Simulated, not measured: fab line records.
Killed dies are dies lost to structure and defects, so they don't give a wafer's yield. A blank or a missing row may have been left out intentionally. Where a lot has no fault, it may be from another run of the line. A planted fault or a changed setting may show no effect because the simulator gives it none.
8D (eight disciplines) problem report, filled in by code :: flow sky130 :: the parts of the form that need people (team, actions taken, sign-off) are left out

## 1. THE PROBLEM
FIELD_ISO_CVD_03_THK at SKY_FIELD_ISO_THK_MEAS_04 reads a mean of 156.4 nm on 6 wafers of 2 lots; wafers without a fault read 166.0 nm with a standard deviation of 1.7. That puts it -5.7 standard deviations away from the usual mean.
First observed at day 4 21:29: wafer L521.1, on film-metro-03. At this step, 33 wafers from 11 lots have a number in the record. Rule for "out" (also "out of limits"): further than 4 standard deviations from the usual mean. The other wafers with a number count as sound.

## 2. WHAT IT IS AND WHAT IT IS NOT
question: which readings at this step
is: FIELD_ISO_CVD_03_THK
is not: -

question: which lots
is: L521, L523
is not: L505, L506, L507, L508, L509, L510, L511, L512, L526

question: which wafers of those lots
is: all that have a number
is not: -

question: read on which gauges
is: film-metro-03, film-metro-04
is not: film-metro-02

question: when
is: from day 4 21:29
is not: up to then (24 sound wafers); but 3 sound wafers of L526 came after

## 3. WHAT RULES OUT EACH SUSPECT
Counting: a tool stays on the suspect list if, at a process step up to the reading, it processed all lots that are out and no sound lot following the first of them.
- ruled out: the gauge at SKY_FIELD_ISO_THK_MEAS_04. The wafers that are out were read on 2 gauges (film-metro-03, film-metro-04).
- lpcvd-02 at SKY_FIELD_ISO_CVD_03 (deposits Si3N4 from DCS/NH3, target thk 165 nm, time 2830 s): ruled out as a lasting fault. Sound lots L526 ran on it after its first lot that is out, L521 (day 4 19:41).
Left after counting: nothing in the record.

## 4. THE CAUSE (what the simulator had put in)
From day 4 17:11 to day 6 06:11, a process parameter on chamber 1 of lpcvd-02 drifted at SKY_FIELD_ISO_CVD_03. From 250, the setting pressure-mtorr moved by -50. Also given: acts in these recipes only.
It was ruled out by counting, in error; the rule expects a fault to strike all lots run on its tool from its start on, and this fault did not.

## 5. THE CHAIN OF EFFECTS, in route order
Each row: a reading where the mean over the struck wafers with a number is more than 3 standard deviations away from the usual. Readings are gone through only where the record gives a usual standard deviation; hours: the median, over the lots, of the time from a lot's start at the first step in this table giving one to that lot's start at this step; sigmas: the change measured in usual standard deviations.
hours: 0
step: SKY_FIELD_ISO_CVD_03
reading: pressure-mtorr
usual: 250.0 mTorr
on struck wafers: 200.2
change: -49.8
sigmas: -98

hours: 2
step: SKY_FIELD_ISO_THK_MEAS_04
reading: FIELD_ISO_CVD_03_THK
usual: 166.0 nm
on struck wafers: 156.4
change: -9.6
sigmas: -5.7

hours: 20
step: SKY_FIELD_ISO_ETCH_15
reading: oes-product-au
usual: 0.949 a.u.
on struck wafers: 0.917
change: -0.032
sigmas: -4.4
The process steps in it:
- SKY_FIELD_ISO_CVD_03: deposits Si3N4 from DCS/NH3, target thk 165 nm, time 2830 s.
- SKY_FIELD_ISO_ETCH_15: etches the open film in CHF3/O2, stops on Si, target depth 180 nm, time 72 s.
Later measuring or inspecting steps at which every struck wafer that the step has a row for has a number for every such reading, and none has moved that far: SKY_FIELD_ISO_THK_MEAS_25, SKY_NWELL_THK_MEAS_02.

## 6. HOW IT WOULD HAVE BEEN CAUGHT EARLIER
In this record the first reading out of limits at a measuring or inspecting step was taken at day 4 21:29, 4 hours after the fault began at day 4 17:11.
Tool's own readings at SKY_FIELD_ISO_CVD_03, pressure-mtorr: out on all struck wafers the step has rows for; an alarm limit on them would have tripped on the first.
